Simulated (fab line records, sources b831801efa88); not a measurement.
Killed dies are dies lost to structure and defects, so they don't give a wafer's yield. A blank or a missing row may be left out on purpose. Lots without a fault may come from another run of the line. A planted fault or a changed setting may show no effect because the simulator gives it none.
Which tool did it? | flow gf180mcu | 24 lots, 72 wafers sampled, at 6 steps of a route of 602

WHAT THE GAUGES READ, wafer by wafer
GF_CONTACT_OVL_MEAS_15. Usual: CONTACT_OVL 0 nm, standard deviation 5.1.
lot  | measured     | on         | CONTACT_OVL (nm) | flag
L074 | day 16 10:21 | overlay-01 | 9 2 8            |
L075 | day 16 11:06 | overlay-01 | 5 0 5            |
L076 | day 17 02:09 | overlay-02 | 6 16 7           |
L077 | day 17 12:08 | overlay-02 | 0 1 -4           |
L078 | day 17 18:43 | overlay-02 | 5 4 7            |
L079 | day 17 19:48 | overlay-02 | 5 4 -2           |
L080 | day 18 05:56 | overlay-01 | -6 -4 0          |
L081 | day 18 18:24 | overlay-02 | -1 5 3           |
L082 | day 19 02:41 | overlay-02 | -12 -4 -7        |
L083 | day 19 09:34 | overlay-02 | 2 -2 2           |
L084 | day 19 16:24 | overlay-01 | -1 -2 2          |
L085 | day 20 07:12 | overlay-02 | -5 -7 -5         |
L086 | day 20 11:53 | overlay-02 | 0 3 1            |
L087 | day 21 02:48 | overlay-02 | -8 4 -1          |
L088 | day 21 10:15 | overlay-01 | 5 2 4            |
L089 | day 21 12:14 | overlay-02 | -3 1 2           |
L090 | day 21 23:38 | overlay-02 | 2 4 5            |
L091 | day 22 09:00 | overlay-02 | 0 -6 -3          |
L092 | day 22 19:03 | overlay-01 | -7 -13 -7        |
L093 | day 22 21:19 | overlay-02 | 4 -5 -5          |
L094 | day 23 06:08 | overlay-02 | 0 -1 -1          |
L095 | day 23 17:30 | overlay-02 | 1 2 4            |
L096 | day 23 20:26 | overlay-01 | 4 1 3            |
L097 | day 24 04:01 | overlay-01 | 3 -10 0          |

GF_M4_CD_MEAS_14: target cd 280 nm. Usual: cd_nm 279.9 nm, standard deviation 1.2.
lot  | measured     | on        | cd_nm (nm)        | flag
L074 | day 23 18:38 | cd_sem-02 | 280.7 282.3 280.9 |
L075 | day 23 19:20 | cd_sem-02 | 280.6 280.9 279.7 |
L076 | day 24 08:22 | cd_sem-01 | 279.4 279.1 280.6 |
L077 | day 24 19:08 | cd_sem-01 | 278.5 279.4 279.7 |
L078 | day 24 23:23 | cd_sem-02 | 279.3 280.1 280.2 |
L079 | day 25 00:49 | cd_sem-01 | 278.5 278.5 277.9 |
L080 | day 25 14:52 | cd_sem-02 | 279.3 280.4 279.3 |
L081 | day 25 20:50 | cd_sem-01 | 280.1 279.3 278.9 |
L082 | day 26 03:43 | cd_sem-02 | 280.2 280.6 279.2 |
L083 | day 26 10:23 | cd_sem-02 | 279.4 279.3 279.2 |
L084 | day 26 18:34 | cd_sem-02 | 280.8 281.3 281.1 |
L085 | day 27 04:41 | cd_sem-02 | 279.3 279.1 279.8 |
L086 | day 27 09:34 | cd_sem-01 | 282.4 280.6 280.2 |
L087 | day 27 22:33 | cd_sem-01 | 281.0 280.2 281.0 |
L088 | day 28 02:42 | cd_sem-02 | 279.5 279.7 279.1 |
L089 | day 28 05:47 | cd_sem-01 | 279.0 278.3 281.1 |
L090 | day 28 15:54 | cd_sem-02 | 279.4 278.5 278.7 |
L091 | day 28 22:54 | cd_sem-01 | 280.4 280.4 279.9 |
L092 | day 29 09:11 | cd_sem-01 | 281.5 282.5 282.0 |
L093 | day 29 10:35 | cd_sem-02 | 276.8 277.6 277.9 |
L094 | day 29 18:04 | cd_sem-02 | 282.4 281.1 280.1 |
L095 | day 30 04:02 | cd_sem-01 | 278.4 279.0 277.4 |
L096 | day 30 06:00 | cd_sem-01 | 278.8 278.5 279.5 |
L097 | day 30 12:20 | cd_sem-01 | 280.0 279.8 279.3 |

GF_V4_RS_MEAS_24: measures by four-point-probe. Usual: V4_W_RS 0.328 ohm/sq, standard deviation 0.004.
lot  | measured     | on            | V4_W_RS (ohm/sq)  | flag
L074 | day 24 18:37 | film_metro-02 | 0.330 0.332 0.329 |
L075 | day 24 20:02 | film_metro-03 | 0.329 0.326 0.327 |
L076 | day 25 07:40 | film_metro-02 | 0.324 0.326 0.329 |
L077 | day 25 18:40 | film_metro-02 | 0.327 0.326 0.327 |
L078 | day 25 23:32 | film_metro-02 | 0.325 0.324 0.324 |
L079 | day 26 00:19 | film_metro-03 | 0.328 0.327 0.331 |
L080 | day 26 14:31 | film_metro-04 | 0.327 0.318 0.326 |
L081 | day 26 19:55 | film_metro-03 | 0.334 0.332 0.336 |
L082 | day 27 02:50 | film_metro-03 | 0.332 0.331 0.332 |
L083 | day 27 09:31 | film_metro-02 | 0.327 0.321 0.330 |
L084 | day 27 18:16 | film_metro-02 | 0.323 0.321 0.325 |
L085 | day 28 03:57 | film_metro-03 | 0.325 0.323 0.327 |
L086 | day 28 07:53 | film_metro-03 | 0.325 0.327 0.326 |
L087 | day 28 21:08 | film_metro-04 | 0.329 0.326 0.331 |
L088 | day 29 01:13 | film_metro-03 | 0.326 0.327 0.327 |
L089 | day 29 04:01 | film_metro-04 | 0.322 0.330 0.331 |
L090 | day 29 13:44 | film_metro-03 | 0.331 0.325 0.329 |
L091 | day 29 19:59 | film_metro-03 | 0.335 0.332 0.334 |
L092 | day 30 06:09 | film_metro-03 | 0.335 0.337 0.333 |
L093 | day 30 08:23 | film_metro-02 | 0.332 0.330 0.331 |
L094 | day 30 14:41 | film_metro-02 | 0.332 0.330 0.333 |
L095 | day 31 00:00 | film_metro-03 | 0.329 0.329 0.331 |
L096 | day 31 02:48 | film_metro-03 | 0.329 0.329 0.330 |
L097 | day 31 09:00 | film_metro-04 | 0.321 0.323 0.320 |

GF_V5_OVL_MEAS_15. Usual: V5_OVL -2 nm, standard deviation 4.4.
lot  | measured     | on         | V5_OVL (nm) | flag
L074 | day 27 12:20 | overlay-01 | -3 -3 -6    |
L075 | day 27 13:16 | overlay-01 | -2 -4 2     |
L076 | day 27 23:56 | overlay-01 | -2 0 -2     |
L077 | day 28 11:41 | overlay-02 | -8 -10 -4   |
L078 | day 28 15:34 | overlay-01 | -5 2 -2     |
L079 | day 28 16:22 | overlay-01 | 2 5 5       |
L080 | day 29 04:49 | overlay-01 | 5 1 1       |
L081 | day 29 11:34 | overlay-02 | 0 2 -3      |
L082 | day 29 18:08 | overlay-02 | 1 4 4       |
L083 | day 29 23:13 | overlay-02 | 0 1 -2      |
L084 | day 30 07:04 | overlay-02 | -9 -8 -9    |
L085 | day 30 16:28 | overlay-02 | -4 -3 -6    |
L086 | day 30 19:52 | overlay-01 | 1 3 6       |
L087 | day 31 08:44 | overlay-02 | 7 3 -4      |
L088 | day 31 11:19 | overlay-02 | -3 -6 -8    |
L089 | day 31 13:10 | overlay-02 | -5 -1 1     |
L090 | day 31 21:49 | overlay-02 | -8 -6 -10   |
L091 | day 32 04:04 | overlay-01 | -1 0 -3     |
L092 | day 32 13:26 | overlay-02 | -6 -2 1     |
L093 | day 32 15:16 | overlay-02 | -1 4 2      |
L094 | day 32 21:02 | overlay-01 | -4 -6 -8    |
L095 | day 33 05:52 | overlay-01 | -2 0 -1     |
L096 | day 33 07:49 | overlay-02 | -3 -5 -3    |
L097 | day 33 13:04 | overlay-01 | -7 -6 -2    |

WHICH TOOL RAN EACH LOT (tool, then ch and the chambers of the sampled wafers, then the start)
lot  | GF_V3_ETCH_16                      | GF_M4_SPUTTER_03
L074 | rie_diel-04 ch 0,2,3, day 22 18:30 | pvd_sputter-02, day 22 20:01
L075 | rie_diel-02 ch 0,2,3, day 22 19:27 | pvd_sputter-02, day 22 20:58
L076 | rie_diel-04 ch 0,2,3, day 23 08:40 | pvd_sputter-01, day 23 10:10
L077 | rie_diel-02 ch 0,2, day 23 19:41   | pvd_sputter-02, day 23 21:16
L078 | rie_diel-01 ch 0,3, day 24 00:08   | pvd_sputter-01, day 24 01:41
L079 | rie_diel-02 ch 2,3, day 24 01:39   | pvd_sputter-01, day 24 03:10
L080 | rie_diel-04 ch 0,1,2, day 24 15:29 | pvd_sputter-02, day 24 17:00
L081 | rie_diel-04 ch 2,3, day 24 22:02   | pvd_sputter-02, day 24 23:34
L082 | rie_diel-02 ch 0,1,2, day 25 05:23 | pvd_sputter-01, day 25 06:55
L083 | rie_diel-02 ch 0,2,3, day 25 12:15 | pvd_sputter-01, day 25 13:46
L084 | rie_diel-01 ch 0,1,3, day 25 19:56 | pvd_sputter-04, day 25 21:27
L085 | rie_diel-02 ch 0,1,2, day 26 06:50 | pvd_sputter-01, day 26 08:21
L086 | rie_diel-02 ch 1,3, day 26 11:15   | pvd_sputter-01, day 26 12:46
L087 | rie_diel-01 ch 0,1,3, day 27 00:59 | pvd_sputter-01, day 27 02:31
L088 | rie_diel-01 ch 0,1,3, day 27 05:12 | pvd_sputter-04, day 27 06:43
L089 | rie_diel-04 ch 0,2,3, day 27 08:27 | pvd_sputter-04, day 27 09:58
L090 | rie_diel-01 ch 1,2,3, day 27 18:35 | pvd_sputter-04, day 27 20:06
L091 | rie_diel-02 ch 0,1,2, day 28 01:39 | pvd_sputter-01, day 28 03:12
L092 | rie_diel-02 ch 0,1,3, day 28 11:51 | pvd_sputter-01, day 28 13:22
L093 | rie_diel-02 ch 0,1, day 28 13:35   | pvd_sputter-04, day 28 15:07
L094 | rie_diel-02 ch 0,3, day 28 21:02   | pvd_sputter-01, day 28 22:53
L095 | rie_diel-02 ch 0,1,2, day 29 07:59 | pvd_sputter-01, day 29 09:31
L096 | rie_diel-01 ch 0,1,3, day 29 09:41 | pvd_sputter-04, day 29 11:15
L097 | rie_diel-01 ch 2,3, day 29 16:05   | pvd_sputter-01, day 29 17:37
- GF_V3_ETCH_16: etches BARC in N2/H2.
- GF_M4_SPUTTER_03: material Ti, target thk 10 nm, time 6.7 s.

WHAT THE TOOLS THEMSELVES READ (means of the sampled wafers that have a number; where no wafer has one, the mark that the record gives instead)
GF_V3_ETCH_16. Usual: chamber_pressure_mTorr 30.004 mTorr, standard deviation 0.026; drypump_motor_current_A 5.70 A, standard deviation 0.23; oes_product_au 0.854 a.u., standard deviation 0.0049; throttle_valve_pct 13.225 %, standard deviation 0.008.
lot  | tool        | chamber_pressure_mTorr (mTorr) | drypump_motor_current_A (A) | oes_product_au (a.u.) | throttle_valve_pct (%) | flag
L074 | rie_diel-04 | 29.989                         | 5.68                        | 0.856                 | 13.233                 |
L075 | rie_diel-02 | 29.989                         | 5.70                        | 0.856                 | 13.224                 |
L076 | rie_diel-04 | 30.005                         | 5.70                        | 0.850                 | 13.224                 |
L077 | rie_diel-02 | 29.994                         | 5.85                        | 0.858                 | 13.233                 |
L078 | rie_diel-01 | 29.981                         | 5.76                        | 0.853                 | 13.225                 |
L079 | rie_diel-02 | 30.002                         | 5.85                        | 0.853                 | 13.227                 |
L080 | rie_diel-04 | 30.012                         | 5.44                        | 0.856                 | 13.231                 |
L081 | rie_diel-04 | 30.007                         | 5.66                        | 0.858                 | 13.224                 |
L082 | rie_diel-02 | 29.983                         | 5.65                        | 0.850                 | 13.226                 |
L083 | rie_diel-02 | 30.005                         | 5.69                        | 0.859                 | 13.230                 |
L084 | rie_diel-01 | 29.993                         | 5.86                        | 0.853                 | 13.223                 |
L085 | rie_diel-02 | 30.019                         | 5.69                        | 0.854                 | 13.227                 |
L086 | rie_diel-02 | 30.013                         | 5.54                        | 0.850                 | 13.217                 |
L087 | rie_diel-01 | 29.987                         | 5.83                        | 0.851                 | 13.224                 |
L088 | rie_diel-01 | 30.004                         | 5.86                        | 0.849                 | 13.226                 |
L089 | rie_diel-04 | 29.996                         | 5.67                        | 0.857                 | 13.228                 |
L090 | rie_diel-01 | 30.024                         | 5.94                        | 0.856                 | 13.212                 |
L091 | rie_diel-02 | 29.961                         | 5.66                        | 0.856                 | 13.226                 |
L092 | rie_diel-02 | 29.974                         | 5.53                        | 0.858                 | 13.223                 |
L093 | rie_diel-02 | 30.003                         | 5.50                        | 0.852                 | 13.214                 |
L094 | rie_diel-02 | 30.015                         | 5.55                        | 0.851                 | 13.219                 |
L095 | rie_diel-02 | 30.011                         | 5.67                        | 0.853                 | 13.223                 |
L096 | rie_diel-01 | 30.003                         | 5.84                        | 0.851                 | 13.222                 |
L097 | rie_diel-01 | 30.020                         | 5.82                        | 0.856                 | 13.227                 |

GF_M4_SPUTTER_03. Usual: throttle_valve_pct 30.2 %, standard deviation 0.78.
lot  | tool           | throttle_valve_pct (%) | flag
L074 | pvd_sputter-02 | 30.9                   |
L075 | pvd_sputter-02 | 30.8                   |
L076 | pvd_sputter-01 | 29.6                   |
L077 | pvd_sputter-02 | 30.9                   |
L078 | pvd_sputter-01 | 29.6                   |
L079 | pvd_sputter-01 | 30.4                   |
L080 | pvd_sputter-02 | 30.9                   |
L081 | pvd_sputter-02 | 30.8                   |
L082 | pvd_sputter-01 | 29.9                   |
L083 | pvd_sputter-01 | 30.5                   |
L084 | pvd_sputter-04 | 29.9                   |
L085 | pvd_sputter-01 | 29.8                   |
L086 | pvd_sputter-01 | 30.7                   |
L087 | pvd_sputter-01 | 29.8                   |
L088 | pvd_sputter-04 | 30.4                   |
L089 | pvd_sputter-04 | 30.0                   |
L090 | pvd_sputter-04 | 30.4                   |
L091 | pvd_sputter-01 | 29.9                   |
L092 | pvd_sputter-01 | 30.6                   |
L093 | pvd_sputter-04 | 30.2                   |
L094 | pvd_sputter-01 | 30.5                   |
L095 | pvd_sputter-01 | 30.6                   |
L096 | pvd_sputter-04 | 29.9                   |
L097 | pvd_sputter-01 | 30.4                   |

THE ANSWER, worked out from the rows above alone
Rule: a lot is off if the mean of its wafers that have a number lies more than 3 standard deviations from the usual mean. A lot without any number at a reading at which 4 lots or more have one is off too. The other lots that the step has rows for count as sound. The gauges are gone through in route order, then the tools' own readings, and for those a lot's mean is taken as printed above. The first step at which some lot is off is used, and at that step the reading that is off furthest; a lot without a number counts as furthest.
No lot is off at any reading shown: from this, nothing can be told.

WHAT THE SIMULATOR HAD PUT IN
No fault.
